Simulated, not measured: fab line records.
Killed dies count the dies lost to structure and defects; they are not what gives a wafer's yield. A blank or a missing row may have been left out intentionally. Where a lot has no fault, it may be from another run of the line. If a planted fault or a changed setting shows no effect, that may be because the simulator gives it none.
Which tool is to blame? | flow sky130 | 72 wafers from 24 lots sampled at 5 of the route's 708 steps

## WHAT THE GAUGES SHOWED, per wafer
SKY_CONTACT_THK_MEAS_03. Usual: for CONTACT_HDPCVD_THK the level is 563 nm and the standard deviation is 6.6.
lot  | measured     | on            | CONTACT_HDPCVD_THK (nm) | flag
L074 | day 30 03:25 | film metro-03 | 570 580 573             |
L075 | day 30 09:34 | film metro-01 | 562 555 558             |
L076 | day 30 20:28 | film metro-03 | 571 567 566             |
L077 | day 31 05:25 | film metro-02 | 560 549 555             |
L078 | day 31 16:59 | film metro-02 | 564 572 565             |
L079 | day 31 23:57 | film metro-01 | 567 560 569             |
L081 | day 32 11:35 | film metro-03 | 571 558 564             |
L080 | day 32 20:08 | film metro-01 | 557 558 558             |
L082 | day 33 00:19 | film metro-01 | 561 560 550             |
L083 | day 33 21:03 | film metro-01 | 578 566 566             |
L084 | day 34 16:13 | film metro-03 | 569 567 565             |
L085 | day 34 18:01 | film metro-01 | 564 565 562             |
L086 | day 34 21:40 | film metro-03 | 567 566 564             |
L087 | day 34 21:55 | film metro-03 | 572 566 567             |
L088 | day 35 05:17 | film metro-01 | 568 570 564             |
L089 | day 35 09:38 | film metro-03 | 567 563 570             |
L090 | day 35 11:06 | film metro-03 | 565 561 562             |
L092 | day 36 03:38 | film metro-03 | 555 562 553             |
L091 | day 36 04:33 | film metro-03 | 564 555 550             |
L093 | day 36 09:17 | film metro-02 | 570 562 566             |
L094 | day 36 16:23 | film metro-02 | 569 559 567             |
L095 | day 36 20:41 | film metro-01 | 554 554 554             |
L096 | day 37 00:58 | film metro-02 | 565 560 565             |
L097 | day 37 13:53 | film metro-02 | 567 564 570             |

SKY_VIA1_OVL_MEAS_13. Usual: for VIA1_OVL the level is 4 nm and the standard deviation is 4.8.
lot  | measured     | on         | VIA1_OVL (nm) | flag
L074 | day 33 17:08 | overlay-02 | -2 4 1        |
L075 | day 33 22:29 | overlay-02 | -6 -2 -4      |
L076 | day 34 08:45 | overlay-02 | -8 -1 -3      |
L077 | day 34 16:13 | overlay-02 | 2 0 8         |
L078 | day 35 05:11 | overlay-02 | 11 14 14      |
L079 | day 35 11:56 | overlay-01 | -6 -1 0       |
L081 | day 35 22:35 | overlay-01 | 1 12 5        |
L080 | day 36 06:08 | overlay-01 | 3 1 -2        |
L082 | day 36 11:20 | overlay-02 | 4 0 -7        |
L083 | day 37 07:25 | overlay-02 | 5 9 3         |
L084 | day 38 02:32 | overlay-01 | 7 2 4         |
L085 | day 38 04:10 | overlay-01 | 1 0 4         |
L086 | day 38 07:31 | overlay-01 | 8 5 6         |
L087 | day 38 08:26 | overlay-02 | 2 8 4         |
L088 | day 38 14:29 | overlay-01 | -1 5 3        |
L089 | day 38 18:22 | overlay-01 | 0 0 2         |
L090 | day 38 20:40 | overlay-01 | 6 3 -3        |
L092 | day 39 12:35 | overlay-01 | 11 6 7        |
L091 | day 39 13:25 | overlay-02 | 2 9 5         |
L093 | day 39 17:16 | overlay-01 | 9 1 2         |
L094 | day 40 01:40 | overlay-01 | 2 4 4         |
L095 | day 40 05:59 | overlay-01 | 7 8 13        |
L096 | day 40 08:19 | overlay-02 | 0 4 4         |
L097 | day 40 20:41 | overlay-02 | 17 11 6       |

SKY_METAL2_CD_MEAS_15: target cd 140 nm. Usual: cd nm 139.8 nm, standard deviation 1.3.
lot  | measured     | on        | cd nm (nm)        | flag
L074 | day 34 21:55 | cd sem-01 | 139.4 139.0 138.1 |
L075 | day 35 02:17 | cd sem-01 | 139.5 138.1 140.1 |
L076 | day 35 13:10 | cd sem-02 | 141.7 142.5 142.3 |
L077 | day 35 20:08 | cd sem-01 | 140.4 139.2 139.9 |
L078 | day 36 07:53 | cd sem-02 | 139.7 139.4 138.9 |
L079 | day 36 15:13 | cd sem-02 | 139.4 140.7 138.9 |
L081 | day 37 01:44 | cd sem-02 | 139.9 139.4 140.5 |
L080 | day 37 09:58 | cd sem-02 | 140.6 140.2 141.7 |
L082 | day 37 14:17 | cd sem-01 | 141.0 140.8 141.1 |
L083 | day 38 11:22 | cd sem-02 | 139.0 139.8 138.5 |
L084 | day 39 05:50 | cd sem-01 | 138.5 139.2 138.2 |
L085 | day 39 07:10 | cd sem-01 | 139.5 140.3 140.3 |
L086 | day 39 10:07 | cd sem-02 | 141.1 141.0 141.3 |
L087 | day 39 11:16 | cd sem-02 | 138.2 140.0 137.9 |
L088 | day 39 17:10 | cd sem-01 | 139.9 140.7 140.2 |
L089 | day 39 20:37 | cd sem-01 | 141.7 141.2 140.9 |
L090 | day 39 22:31 | cd sem-01 | 140.2 141.4 142.7 |
L092 | day 40 14:28 | cd sem-02 | 140.3 139.6 140.4 |
L091 | day 40 15:06 | cd sem-01 | 137.8 137.5 137.5 |
L093 | day 40 19:13 | cd sem-02 | 137.6 137.2 137.5 |
L094 | day 41 03:29 | cd sem-02 | 139.3 138.2 139.4 |
L095 | day 41 07:32 | cd sem-02 | 139.2 139.4 138.3 |
L096 | day 41 10:12 | cd sem-01 | 140.1 140.3 141.2 |
L097 | day 41 23:08 | cd sem-01 | 139.6 140.2 138.5 |

SKY_VIA3_OVL_MEAS_13. Usual: for VIA3_OVL the level is -6 nm and the standard deviation is 5.6.
lot  | measured     | on         | VIA3_OVL (nm) | flag
L074 | day 39 09:58 | overlay-01 | -6 -16 -6     |
L075 | day 39 14:50 | overlay-02 | -5 -5 -2      |
L076 | day 39 23:57 | overlay-02 | -9 -5 -4      |
L077 | day 40 06:20 | overlay-02 | -3 -6 -4      |
L078 | day 40 18:08 | overlay-02 | 4 3 -5        |
L079 | day 41 00:43 | overlay-02 | -11 -7 -13    |
L081 | day 41 11:34 | overlay-02 | -3 -2 -11     |
L080 | day 41 19:11 | overlay-01 | -3 -1 1       |
L082 | day 42 00:12 | overlay-01 | -10 -6 -4     |
L083 | day 42 17:38 | overlay-01 | 5 -6 2        |
L084 | day 43 10:41 | overlay-02 | -4 3 2        |
L085 | day 43 12:32 | overlay-02 | -10 -8 -16    |
L086 | day 43 14:53 | overlay-02 | -3 -9 -16     |
L087 | day 43 16:10 | overlay-02 | -8 -8 -15     |
L088 | day 43 22:00 | overlay-01 | -13 -12 -13   |
L089 | day 44 00:57 | overlay-01 | -2 -6 -7      |
L090 | day 44 02:18 | overlay-01 | -9 -9 -4      |
L092 | day 44 16:32 | overlay-02 | -6 -16 -6     |
L091 | day 44 17:26 | overlay-02 | -13 -2 -8     |
L093 | day 44 21:28 | overlay-02 | 2 0 1         |
L094 | day 45 03:21 | overlay-01 | 1 -6 1        |
L095 | day 45 08:08 | overlay-02 | -15 -3 -16    |
L096 | day 45 12:05 | overlay-02 | 3 -1 -3       |
L097 | day 45 20:17 | overlay-02 | -11 -8 -9     |

## TOOL THAT RAN EACH LOT (tool first, then ch and the chambers of the sampled wafers, then the start)
lot  | SKY_VIA1_STRIP_16
L074 | plasma asher-03 ch 0,1, day 33 17:15
L075 | plasma asher-01 ch 0, day 33 22:36
L076 | plasma asher-04 ch 0,1, day 34 08:53
L077 | plasma asher-01 ch 0,1, day 34 16:20
L078 | plasma asher-04 ch 0,1, day 35 05:19
L079 | plasma asher-03 ch 0,1, day 35 12:05
L081 | plasma asher-01 ch 0,1, day 35 22:43
L080 | plasma asher-01 ch 0,1, day 36 06:16
L082 | plasma asher-03 ch 0,1, day 36 11:28
L083 | plasma asher-01 ch 0,1, day 37 07:32
L084 | plasma asher-04 ch 0,1, day 38 02:39
L085 | plasma asher-04 ch 0,1, day 38 04:17
L086 | plasma asher-01 ch 0,1, day 38 07:38
L087 | plasma asher-01 ch 0,1, day 38 08:33
L088 | plasma asher-03 ch 0,1, day 38 14:37
L089 | plasma asher-03 ch 0,1, day 38 18:29
L090 | plasma asher-03 ch 0,1, day 38 20:49
L092 | plasma asher-03 ch 0,1, day 39 12:43
L091 | plasma asher-04 ch 0,1, day 39 13:32
L093 | plasma asher-01 ch 0,1, day 39 17:24
L094 | plasma asher-01 ch 0,1, day 40 01:47
L095 | plasma asher-03 ch 0,1, day 40 06:07
L096 | plasma asher-01 ch 0,1, day 40 08:26
L097 | plasma asher-01 ch 0,1, day 40 20:49
- SKY_VIA1_STRIP_16: strips in O2/N2.

## AS READ BY THE TOOLS THEMSELVES (means over the sampled wafers that have a number; for cases with no such wafer, the mark the record gives instead)
SKY_VIA1_STRIP_16. Usual: drypump motor current A 5.7 A, standard deviation 0.34; oes product au 0.415 a.u., standard deviation 0.0052; strip time to endpoint s 4.44 s, standard deviation 0.032.
lot  | tool            | drypump motor current A (A) | oes product au (a.u.) | strip time to endpoint s (s) | flag
L074 | plasma asher-03 | 5.5                         | 0.418                 | 4.46                         |
L075 | plasma asher-01 | 6.0                         | 0.414                 | 4.42                         |
L076 | plasma asher-04 | 5.9                         | 0.414                 | 4.48                         |
L077 | plasma asher-01 | 5.6                         | 0.414                 | 4.43                         |
L078 | plasma asher-04 | 5.9                         | 0.418                 | 4.45                         |
L079 | plasma asher-03 | 5.3                         | 0.415                 | 4.46                         |
L081 | plasma asher-01 | 5.6                         | 0.415                 | 4.40                         |
L080 | plasma asher-01 | 5.8                         | 0.415                 | 4.39                         |
L082 | plasma asher-03 | 5.3                         | 0.416                 | 4.46                         |
L083 | plasma asher-01 | 5.8                         | 0.420                 | 4.47                         |
L084 | plasma asher-04 | 6.1                         | 0.420                 | 4.41                         |
L085 | plasma asher-04 | 6.1                         | 0.414                 | 4.41                         |
L086 | plasma asher-01 | 5.8                         | 0.410                 | 4.43                         |
L087 | plasma asher-01 | 5.6                         | 0.410                 | 4.40                         |
L088 | plasma asher-03 | 5.3                         | 0.409                 | 4.40                         |
L089 | plasma asher-03 | 5.3                         | 0.411                 | 4.42                         |
L090 | plasma asher-03 | 5.3                         | 0.420                 | 4.48                         |
L092 | plasma asher-03 | 5.3                         | 0.418                 | 4.44                         |
L091 | plasma asher-04 | 6.1                         | 0.417                 | 4.41                         |
L093 | plasma asher-01 | 5.8                         | 0.418                 | 4.41                         |
L094 | plasma asher-01 | 5.8                         | 0.417                 | 4.47                         |
L095 | plasma asher-03 | 5.3                         | 0.417                 | 4.45                         |
L096 | plasma asher-01 | 5.8                         | 0.414                 | 4.46                         |
L097 | plasma asher-01 | 5.8                         | 0.417                 | 4.46                         |

## THE ANSWER, worked out from the rows above alone
Rule: lot off if the mean of its wafers having a number is beyond 3 standard deviations from the usual mean. A lot without any number at a reading at which 4 lots or more have one is off too. Where the step has rows for the other lots, those lots are counted as sound. First the gauges in route order, then the tools' own readings, where a lot's mean is used as printed above. The first step at which some lot is off is used, and at that step the reading that is off furthest; a lot without a number counts as furthest.
No lot is off on any of the readings shown, so nothing can be concluded from this.

## WHAT WAS PUT IN BY THE SIMULATOR
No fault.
